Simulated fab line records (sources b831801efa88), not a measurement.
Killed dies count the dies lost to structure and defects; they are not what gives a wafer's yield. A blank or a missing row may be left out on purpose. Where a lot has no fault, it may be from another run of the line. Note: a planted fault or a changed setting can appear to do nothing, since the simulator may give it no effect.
One fault through the eyes of 2 desks ; flow sky130 ; every desk sees just its own numbers, and what lay behind them comes last

== FROM THE METROLOGY DESK ==
What the gauges read for every lot (on any tool): the sampled wafers with a number, averaged. If a lot's mean is further than 4 standard deviations from the usual mean, the lot is out of limits and carries the mark OUT (the distance appears in the brackets).
Columns: A = SONOS_ONO_CVD_02_THK at SKY_SONOS_ONO_THK_MEAS_03, usual 10.53 nm; B = POLY_GATE_OVL at SKY_POLY_GATE_OVL_MEAS_14, usual -2 nm; C = POLY_GATE_OXIDATION_THK at SKY_POLY_GATE_THK_MEAS_21, usual 3.99 nm
lot;first seen here;A;B;C
L910;day 12 10:18;10.57;-8;3.90
L911;day 12 16:17;10.57;2;3.91
L916;day 14 06:32;10.49;-3;4.01
L917;day 14 17:32;10.34;-0;3.98
L919;day 15 16:02;10.59;4;4.01
L920;day 15 21:09;10.57;-3;4.87 (+11) OUT
L921;day 15 21:11;10.46;2;4.84 (+10) OUT
L924;day 17 02:17;10.70;-2;3.98
L929;day 18 10:11;10.56;-2;4.04
L928;day 18 21:55;10.37;-5;3.99
L931;day 19 09:44;10.62;-4;3.89
This desk's result: L920, L921 out of limits, first on L920 (POLY_GATE_OXIDATION_THK at SKY_POLY_GATE_THK_MEAS_21), day 21 07:23. L910, L911, L916, L917, L919, L924, L929, L928, L931: within limits.

== TOOL OWNER'S DESK, furnace-02 ==
The tool's own readings at SKY_POLY_GATE_OXIDATION_20 (stabilise 600 s, purge 300 s, target thk 4 nm): means of the sampled wafers that have a number, for each lot that ran on this tool. If a lot's mean is further than 4 standard deviations from the usual mean, the lot is out of limits and carries the mark OUT (the distance appears in the brackets). It has 9 readings, of which 7 appear: the earliest out of limits, and the ones furthest out on some lot.
Columns: A = spikeTcBottomC at SKY_POLY_GATE_OXIDATION_20, usual 868.6 C; B = spikeTcCentreC at SKY_POLY_GATE_OXIDATION_20, usual 850.3 C; C = spikeTcLowerC at SKY_POLY_GATE_OXIDATION_20, usual 849.3 C; D = spikeTcUpperC at SKY_POLY_GATE_OXIDATION_20, usual 850.7 C; E = tubeCenterTempC at SKY_POLY_GATE_OXIDATION_20, usual 850 C; F = tube_center_temp_C_max at SKY_POLY_GATE_OXIDATION_20, usual 852.1; G = zonePowerTopPct at SKY_POLY_GATE_OXIDATION_20, usual 29.5 %
lot;first seen here;A;B;C;D;E;F;G
L916;day 19 11:14;869.0;849.4;848.5;852.1;850;852.4;29.4
L919;day 21 00:06;869.9;849.7;850.2;851.5;850;852.5;29.3
L920;day 21 06:07;885.1 (+15) OUT;865.1 (+11) OUT;864.4 (+14) OUT;866.5 (+13) OUT;865 (+99 or more) OUT;867.9 (+49) OUT;30.7
L921;day 21 08:08;884.4 (+14) OUT;864.7 (+11) OUT;864.4 (+14) OUT;867.3 (+14) OUT;865 (+99 or more) OUT;867.5 (+48) OUT;30.3
This desk finds L920, L921 out of limits, L920 being first, at day 21 06:07 (spikeTcBottomC at SKY_POLY_GATE_OXIDATION_20). L916, L919: within limits.

== TAKEN TOGETHER ==
The tool owner's desk had the chance to raise an alarm at day 21 06:07 on L920, L921.
At day 21 07:23 the metrology desk could have sounded an alarm, on L920, L921.
The lots listed all ran SKY_POLY_GATE_OXIDATION_20 on furnace-02.

== WHAT WAS PUT IN BY THE SIMULATOR ==
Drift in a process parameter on furnace-02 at SKY_POLY_GATE_OXIDATION_20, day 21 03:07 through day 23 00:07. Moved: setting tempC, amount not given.
Shown lots that were struck: L920, L921.
Delay (hours) between the fault's onset and each desk's first out-of-limits reading: 3 at the tool owner's desk, 4 at the metrology desk.
